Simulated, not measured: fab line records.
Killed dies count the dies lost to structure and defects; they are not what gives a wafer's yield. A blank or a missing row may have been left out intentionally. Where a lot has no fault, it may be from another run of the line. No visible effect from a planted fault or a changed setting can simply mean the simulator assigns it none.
fab line records ; flow gf180mcu
[record] lots = 14; wafers = 42; last_day = 34
route steps=602 shown M5@536 V5@544 TOP_METAL@568
lots that met no fault: from a run of the same line without faults
start_h: hours from the record's first day to the start of the lot's first wafer shown ; wait_h: time in hours since the lot's previous step ; " as in the row above ; L1.1+2: a row that stands for several wafers ; - either no value or no given start ; * or withheld: withheld ; < > ~ a bound
route shown NAME@n: a module of which the file shows steps, and the number in the route of the first ; usual: mean and standard deviation over wafers with no fault ; same: alike in all rows ; chamber/n: place in a boat ; sites: per-site readings ; _std_site: their standard deviation ; _edge_site: inner sites' mean taken away from outer sites' mean ; radius_mm: how far each site lies from the wafer's centre ; mask NAME#n: copy n ; behind: the last tool/chamber to shape the wafer ; hold: why the lot was held/for how many hours/how that ended ; device: names the non-switching transistor (n, p or np) ; end of line: the tests these same wafers got at the end of their route ; a step with no rows: only its recipe ; killed: not the wafer's yield, but the dies lost to structure and defects at the first sort ; map: per-die view of a wafer (x killed, . not killed, _ where there is no die)
set.NAME: the setting that was run; set.NAME@STEP: the one run at that earlier step ; model.NAME: the simulator's own value behind a step, which no gauge read
steps of the route over a sample of lots; a table a step, a row a wafer
services: a tool's chamber out of use, with start hour (start_h, from the record's first day; less than 0 if before it), hours out, and reason
[[steps]]
[step GF_M5_METAL_ETCH_10]
[recipe] chemistry = Cl2/BCl3; mask_material = KrF; target_depth_nm = 627.5; stop_on = SiO2; pressure_mtorr = 8; icp_w = 800; bias_w = 140; Cl2_flow_sccm = 80; bcl3_flow_sccm = 40; time_s = 104.6
[usual] drypump_motor_current_A = 5.4/0.41; he_backside_leak_sccm = 3.51/0.26; oes_product_au = 0.971/0.0064; throttle_valve_pct = 28.252/0.01
lot.wafer;tool;chamber;start_h;wait_h;drypump_motor_current_A;he_backside_leak_sccm;oes_product_au;rf_hours_counter_h;throttle_valve_pct
L623.3;rie_metal-02;0;617.07;0.1;5.3;3.39;0.968;-;28.263
L623.4;rie_metal-02;0;617.07;0.1;5.4;3.29;0.971;-;28.245
L623.6;rie_metal-02;0;617.07;0.1;5.3;3.16;0.976;-;28.259
L624.1;rie_metal-01;0;634.65;0.0;6.2;3.87;0.967;10;28.240
L624.3;rie_metal-01;0;634.65;0.0;6.2;3.33;0.974;-;28.250
L624.5;rie_metal-01;1;634.65;0.0;5.1;3.62;0.969;-;28.255
L625.4;rie_metal-04;0;637.20;0.0;5.5;3.29;0.967;-;28.250
L625.5;rie_metal-04;0;637.20;0.0;5.5;3.43;0.971;-;28.251
L625.6;rie_metal-04;1;637.20;0.0;5.0;3.47;0.968;-;28.252
L626.2;rie_metal-02;0;646.90;0.0;5.3;3.28;0.975;2;28.273
L626.5;rie_metal-02;0;646.90;0.0;5.3;3.57;0.972;-;28.239
L626.6;rie_metal-02;1;646.90;0.0;5.8;3.67;0.971;-;28.254
L627.1;rie_metal-01;0;651.99;0.0;6.1;3.42;0.965;11;28.268
L627.4;rie_metal-01;0;651.99;0.0;6.1;3.35;0.966;-;28.273
L627.5;rie_metal-01;1;651.99;0.0;5.1;3.59;0.956;-;28.252
L628.2;rie_metal-04;0;659.96;0.0;5.5;3.62;0.972;10;28.230
L628.3;rie_metal-04;1;659.96;0.0;5.0;3.49;0.974;-;28.240
L628.5;rie_metal-04;1;659.96;0.0;5.0;3.59;0.966;-;28.252
L629.1;rie_metal-01;1;665.45;0.0;5.1;3.50;0.965;7;28.269
L629.2;rie_metal-01;0;665.45;0.0;6.1;3.51;0.978;11;28.251
L629.6;rie_metal-01;1;665.45;0.0;5.1;3.52;0.965;-;28.270
L636.2;rie_metal-04;1;714.51;0.0;5.0;3.54;0.975;-;28.251
L636.3;rie_metal-04;1;714.51;0.0;5.0;3.52;0.961;-;28.251
L636.5;rie_metal-04;1;714.51;0.0;5.0;3.46;0.965;-;28.255
L638.1;rie_metal-04;1;721.95;0.0;5.0;3.63;0.970;7;28.234
L638.2;rie_metal-04;1;721.95;0.0;5.0;3.47;0.976;-;28.257
L638.3;rie_metal-04;1;721.95;0.0;5.0;3.44;0.974;-;28.254
L637.2;rie_metal-01;0;722.90;0.0;6.1;3.67;0.978;0;28.248
L637.5;rie_metal-01;0;722.90;0.0;6.1;3.80;0.973;-;28.244
L637.6;rie_metal-01;1;722.90;0.0;5.1;3.71;0.973;-;28.236
L639.2;rie_metal-02;1;736.29;0.0;5.8;3.79;0.970;6;28.248
L639.5;rie_metal-02;0;736.29;0.0;5.3;2.84;0.971;-;28.271
L639.6;rie_metal-02;1;736.29;0.0;5.8;3.74;0.974;-;28.253
L641.1;rie_metal-02;1;753.39;0.0;5.7;3.66;0.961;7;28.250
L641.4;rie_metal-02;0;753.39;0.0;5.3;3.10;0.968;-;28.250
L641.5;rie_metal-02;0;753.39;0.0;5.3;3.33;0.974;-;28.235
L642.1;rie_metal-01;0;755.69;0.0;6.1;3.49;0.976;2;28.241
L642.4;rie_metal-01;1;755.69;0.0;5.1;3.43;0.979;-;28.237
L642.6;rie_metal-01;0;755.69;0.0;6.1;3.55;0.985;-;28.264
L643.2;rie_metal-01;1;756.40;0.0;5.1;3.52;0.973;10;28.254
L643.4;rie_metal-01;1;756.40;0.0;5.1;3.64;0.966;-;28.258
L643.6;rie_metal-01;1;756.40;0.0;5.1;3.56;0.971;-;28.260
[step GF_V5_CMP_04]
[recipe] material = SiO2; down_force_psi = 4; platen_rpm = 60; pad_velocity_m_s = 0.94248
[usual] motor_current_A = 12.5/1
lot.wafer;tool;chamber;start_h;wait_h;motor_current_A
L623.3;cmp-01;0;618.11;0.1;11.2
L623.4;cmp-01;2;618.11;0.1;12.4
L623.6;cmp-01;0;618.11;0.1;11.7
L624.1;cmp-01;0;635.58;0.1;12.1
L624.3;cmp-01;1;635.58;0.1;11.9
L624.5;cmp-01;1;635.58;0.1;12.1
L625.4;cmp-01;0;638.21;0.1;11.4
L625.5;cmp-01;2;638.21;0.1;12.5
L625.6;cmp-01;3;638.21;0.1;13.4
L626.2;cmp-02;3;647.98;0.2;12.7
L626.5;cmp-02;0;647.98;0.2;14.4
L626.6;cmp-02;1;647.98;0.2;10.4
L627.4;cmp-01;0;652.92;0.0;11.5
L627.1;cmp-01;1;652.92;0.0;12.3
L627.5;cmp-01;0;652.92;0.0;11.8
L628.2;cmp-02;0;660.94;0.0;14.7
L628.3;cmp-02;1;660.94;0.0;10.4
L628.5;cmp-02;0;660.94;0.0;14.3
L629.2;cmp-02;1;666.42;0.1;10.9
L629.1;cmp-02;3;666.42;0.1;12.1
L629.6;cmp-02;1;666.42;0.1;11.0
L636.2;cmp-01;0;715.64;0.1;10.9
L636.3;cmp-01;1;715.64;0.1;11.9
L636.5;cmp-01;3;715.64;0.1;12.9
L638.3;cmp-02;0;723.76;0.8;13.8
L638.1;cmp-02;1;723.76;0.8;11.2
L638.2;cmp-02;2;723.76;0.8;12.2
L637.2;cmp-02;2;724.31;0.5;12.3
L637.5;cmp-02;2;724.31;0.5;12.9
L637.6;cmp-02;3;724.31;0.5;13.2
L639.2;cmp-02;2;737.21;0.0;12.2
L639.6;cmp-02;2;737.21;0.0;12.8
L639.5;cmp-02;3;737.21;0.0;13.3
L641.4;cmp-02;1;755.13;0.5;10.5
L641.1;cmp-02;2;755.13;0.5;12.6
L641.5;cmp-02;0;755.13;0.5;13.5
L642.4;cmp-01;1;756.94;0.0;12.8
L642.1;cmp-01;3;756.94;0.0;12.9
L642.6;cmp-01;2;756.94;0.0;12.2
L643.4;cmp-01;0;757.84;0.1;11.9
L643.2;cmp-01;3;757.84;0.1;13.6
L643.6;cmp-01;0;757.84;0.1;11.5
[step GF_V5_ETCH_17]
[recipe] chemistry = C4F8/O2/Ar; mask_material = KrF; target = SiO2; stop_on = TiN; source_w = 1500; bias_w = 1200; pressure_mtorr = 40; c4f8_flow_sccm = withheld; O2_flow_sccm = 6; Ar_flow_sccm = 300; time_s = withheld; target_depth_a = 8550
[usual] oes_product_au = 0.859/0.0043
lot.wafer;tool;chamber;start_h;wait_h;oes_product_au
L623.3;rie_diel-03;3;-;-;0.855
L623.4;rie_diel-03;2;-;-;0.856
L623.6;rie_diel-03;1;-;-;0.860
L624.1;rie_diel-01;1;-;-;0.866
L624.3;rie_diel-01;3;-;-;0.864
L624.5;rie_diel-01;3;-;-;0.864
L625.4;rie_diel-04;2;-;-;0.975
L625.5;rie_diel-04;0;-;-;0.861
L625.6;rie_diel-04;1;-;-;0.863
L626.2;rie_diel-04;2;-;-;0.866
L626.5;rie_diel-04;2;-;-;0.864
L626.6;rie_diel-04;3;-;-;0.860
L627.1;rie_diel-04;2;-;-;0.858
L627.4;rie_diel-04;3;-;-;0.984
L627.5;rie_diel-04;2;-;-;0.863
L628.2;rie_diel-04;3;-;-;0.861
L628.3;rie_diel-04;0;-;-;0.856
L628.5;rie_diel-04;3;-;-;0.856
L629.1;rie_diel-04;1;-;-;0.856
L629.2;rie_diel-04;0;-;-;0.864
L629.6;rie_diel-04;3;-;-;0.863
L636.2;rie_diel-03;0;-;-;0.859
L636.3;rie_diel-03;2;-;-;0.856
L636.5;rie_diel-03;0;-;-;0.858
L638.1;rie_diel-03;3;-;-;0.864
L638.2;rie_diel-03;1;-;-;0.858
L638.3;rie_diel-03;2;-;-;0.862
L637.2;rie_diel-04;3;-;-;0.862
L637.5;rie_diel-04;1;-;-;0.863
L637.6;rie_diel-04;0;-;-;0.861
L639.2;rie_diel-01;0;-;-;0.863
L639.5;rie_diel-01;3;-;-;0.856
L639.6;rie_diel-01;2;-;-;0.850
L641.1;rie_diel-04;2;-;-;0.866
L641.4;rie_diel-04;3;-;-;0.856
L641.5;rie_diel-04;1;-;-;0.857
L642.1;rie_diel-04;0;-;-;0.861
L642.4;rie_diel-04;3;-;-;0.858
L642.6;rie_diel-04;0;-;-;0.858
L643.2;rie_diel-01;3;-;-;0.859
L643.4;rie_diel-01;1;-;-;0.866
L643.6;rie_diel-01;2;-;-;0.853
[step GF_TOP_METAL_SPUTTER_01]
[recipe] material = TiN; target_thk_nm = 30; power_w = 6500; time_s = 25; chamber_pressure_pa = 0.4
[usual] throttle_valve_pct = 30.4/1.2
lot.wafer;tool;chamber;start_h;wait_h;throttle_valve_pct
L623.3;pvd_sputter-04;-;640.46;0.1;29.9
L623.4;pvd_sputter-04;-;640.46;0.1;30.5
L623.6;pvd_sputter-04;-;640.46;0.1;31.1
L624.1;pvd_sputter-01;-;657.47;0.1;30.3
L624.3;pvd_sputter-01;-;657.47;0.1;31.6
L624.5;pvd_sputter-01;-;657.47;0.1;30.3
L625.4;pvd_sputter-01;-;660.54;0.0;30.4
L625.5;pvd_sputter-01;-;660.54;0.0;30.2
L625.6;pvd_sputter-01;-;660.54;0.0;31.8
L626.2;pvd_sputter-03;-;669.97;0.1;28.8
L626.5;pvd_sputter-03;-;669.97;0.1;29.9
L626.6;pvd_sputter-03;-;669.97;0.1;29.6
L627.1;pvd_sputter-01;-;674.61;0.1;30.3
L627.4;pvd_sputter-01;-;674.61;0.1;31.0
L627.5;pvd_sputter-01;-;674.61;0.1;31.7
L628.2;pvd_sputter-04;-;682.65;0.1;30.7
L628.3;pvd_sputter-04;-;682.65;0.1;29.7
L628.5;pvd_sputter-04;-;682.65;0.1;29.4
L629.1;pvd_sputter-03;-;687.30;0.1;28.9
L629.2;pvd_sputter-03;-;687.30;0.1;32.6
L629.6;pvd_sputter-03;-;687.30;0.1;28.5
L636.2;pvd_sputter-04;-;734.95;0.1;30.8
L636.3;pvd_sputter-04;-;734.95;0.1;29.9
L636.5;pvd_sputter-04;-;734.95;0.1;31.7
L638.1;pvd_sputter-04;-;743.33;0.1;30.9
L638.2;pvd_sputter-04;-;743.33;0.1;30.4
L638.3;pvd_sputter-04;-;743.33;0.1;29.5
L637.2;pvd_sputter-03;-;743.74;0.1;28.8
L637.5;pvd_sputter-03;-;743.74;0.1;30.0
L637.6;pvd_sputter-03;-;743.74;0.1;28.9
L639.2;pvd_sputter-04;-;756.34;0.1;30.2
L639.5;pvd_sputter-04;-;756.34;0.1;29.5
L639.6;pvd_sputter-04;-;756.34;0.1;31.6
L641.1;pvd_sputter-03;-;773.35;0.1;32.9
L641.4;pvd_sputter-03;-;773.35;0.1;29.5
L641.5;pvd_sputter-03;-;773.35;0.1;29.8
L642.1;pvd_sputter-01;-;774.77;0.1;31.2
L642.4;pvd_sputter-01;-;774.77;0.1;31.5
L642.6;pvd_sputter-01;-;774.77;0.1;31.4
L643.2;pvd_sputter-03;-;777.17;0.1;28.7
L643.4;pvd_sputter-03;-;777.17;0.1;29.8
L643.6;pvd_sputter-03;-;777.17;0.1;32.8
[step GF_TOP_METAL_SPUTTER_02]
[recipe] material = AlCu; target_thk_nm = 900; power_w = 10600; chamber_pressure_pa = 0.3; substrate_temp_c = 250; gas = Ar; time_s = 47.82
[usual] throttle_valve_pct = 30.4/1.2
lot.wafer;tool;chamber;start_h;wait_h;throttle_valve_pct
L623.3;pvd_sputter-04;-;640.49;0.0;29.7
L623.4;pvd_sputter-04;-;640.49;0.0;30.4
L623.6;pvd_sputter-04;-;640.49;0.0;31.6
L624.1;pvd_sputter-01;-;657.50;0.0;30.3
L624.3;pvd_sputter-01;-;657.50;0.0;31.5
L624.5;pvd_sputter-01;-;657.50;0.0;30.4
L625.4;pvd_sputter-01;-;660.58;0.0;30.3
L625.5;pvd_sputter-01;-;660.58;0.0;30.4
L625.6;pvd_sputter-01;-;660.58;0.0;31.7
L626.2;pvd_sputter-03;-;670.00;0.0;28.8
L626.5;pvd_sputter-03;-;670.00;0.0;29.6
L626.6;pvd_sputter-03;-;670.00;0.0;29.5
L627.1;pvd_sputter-01;-;674.64;0.0;30.2
L627.4;pvd_sputter-01;-;674.64;0.0;31.2
L627.5;pvd_sputter-01;-;674.64;0.0;32.0
L628.2;pvd_sputter-04;-;682.68;0.0;30.7
L628.3;pvd_sputter-04;-;682.68;0.0;29.7
L628.5;pvd_sputter-04;-;682.68;0.0;29.9
L629.1;pvd_sputter-03;-;687.33;0.0;28.6
L629.2;pvd_sputter-03;-;687.33;0.0;32.9
L629.6;pvd_sputter-03;-;687.33;0.0;28.5
L636.2;pvd_sputter-04;-;734.98;0.0;30.4
L636.3;pvd_sputter-04;-;734.98;0.0;29.7
L636.5;pvd_sputter-04;-;734.98;0.0;31.6
L638.1;pvd_sputter-04;-;743.36;0.0;30.4
L638.2;pvd_sputter-04;-;743.36;0.0;30.5
L638.3;pvd_sputter-04;-;743.36;0.0;29.6
L637.2;pvd_sputter-03;-;743.78;0.0;28.6
L637.5;pvd_sputter-03;-;743.78;0.0;29.7
L637.6;pvd_sputter-03;-;743.78;0.0;28.5
L639.2;pvd_sputter-04;-;756.37;0.0;30.1
L639.5;pvd_sputter-04;-;756.37;0.0;30.0
L639.6;pvd_sputter-04;-;756.37;0.0;31.4
L641.1;pvd_sputter-03;-;773.38;0.0;32.4
L641.4;pvd_sputter-03;-;773.38;0.0;29.6
L641.5;pvd_sputter-03;-;773.38;0.0;29.5
L642.1;pvd_sputter-01;-;774.80;0.0;31.0
L642.4;pvd_sputter-01;-;774.80;0.0;31.6
L642.6;pvd_sputter-01;-;774.80;0.0;31.9
L643.2;pvd_sputter-03;-;777.20;0.0;28.7
L643.4;pvd_sputter-03;-;777.20;0.0;29.6
L643.6;pvd_sputter-03;-;777.20;0.0;32.8
[[services]]
tool;chamber;start_h;hours;kind
cmp-02;-;605.69;1.0;repair
cmp-02;-;606.51;0.2;repair
cmp-01;-;609.89;3.6;repair
rie_diel-04;3;622.18;10.5;repair
cmp-01;-;623.89;3.5;repair
rie_diel-04;1;644.84;6.1;repair
pvd_sputter-03;-;650.17;0.8;repair
rie_diel-04;1;672.71;1.7;repair
pvd_sputter-03;-;679.61;3.4;repair
pvd_sputter-04;-;700.99;1.0;repair
cmp-02;-;703.12;0.3;repair
cmp-01;-;706.92;5.5;pm
pvd_sputter-01;-;711.74;1.4;repair
pvd_sputter-03;-;716.08;1.2;repair
pvd_sputter-01;-;716.36;55.7;repair
pvd_sputter-04;-;716.57;4.8;repair
cmp-01;-;717.13;37.7;repair
pvd_sputter-01;-;720.14;4.0;repair
pvd_sputter-01;-;722.23;0.6;repair
rie_diel-04;1;735.21;3.8;repair
pvd_sputter-03;-;756.18;4.3;repair
rie_diel-04;1;756.51;1.8;repair
rie_diel-04;2;775.55;7.9;repair
rie_diel-04;1;776.33;9.4;repair
[[key]]
[first_sign] step = GF_V5_ETCH_17; reading = oes_product_au; direction = up; sigmas = 28; usual = 0.859; struck = 0.980
effect none on later readings
met_at GF_V5_CMP_04
struck_lots L625,L627
struck_wafers L625.4,L627.4
sort_left_out L625.4,L627.4
not_acting_at GF_M5_METAL_ETCH_10,GF_TOP_METAL_SPUTTER_01,GF_TOP_METAL_SPUTTER_02
onset_between 635.58 638.21
[fault] kind = process_parameter_drift; tool = cmp-01; chamber = -; onset_h = 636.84; steps = GF_V5_CMP_04; channel = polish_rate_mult; offset = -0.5; shape = step; end_h = 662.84; scope = struck_wafers_only
// sort_left_out: the simulated sort isn't trusted on such a fault, so these wafers' sort isn't shown, and their yield isn't known
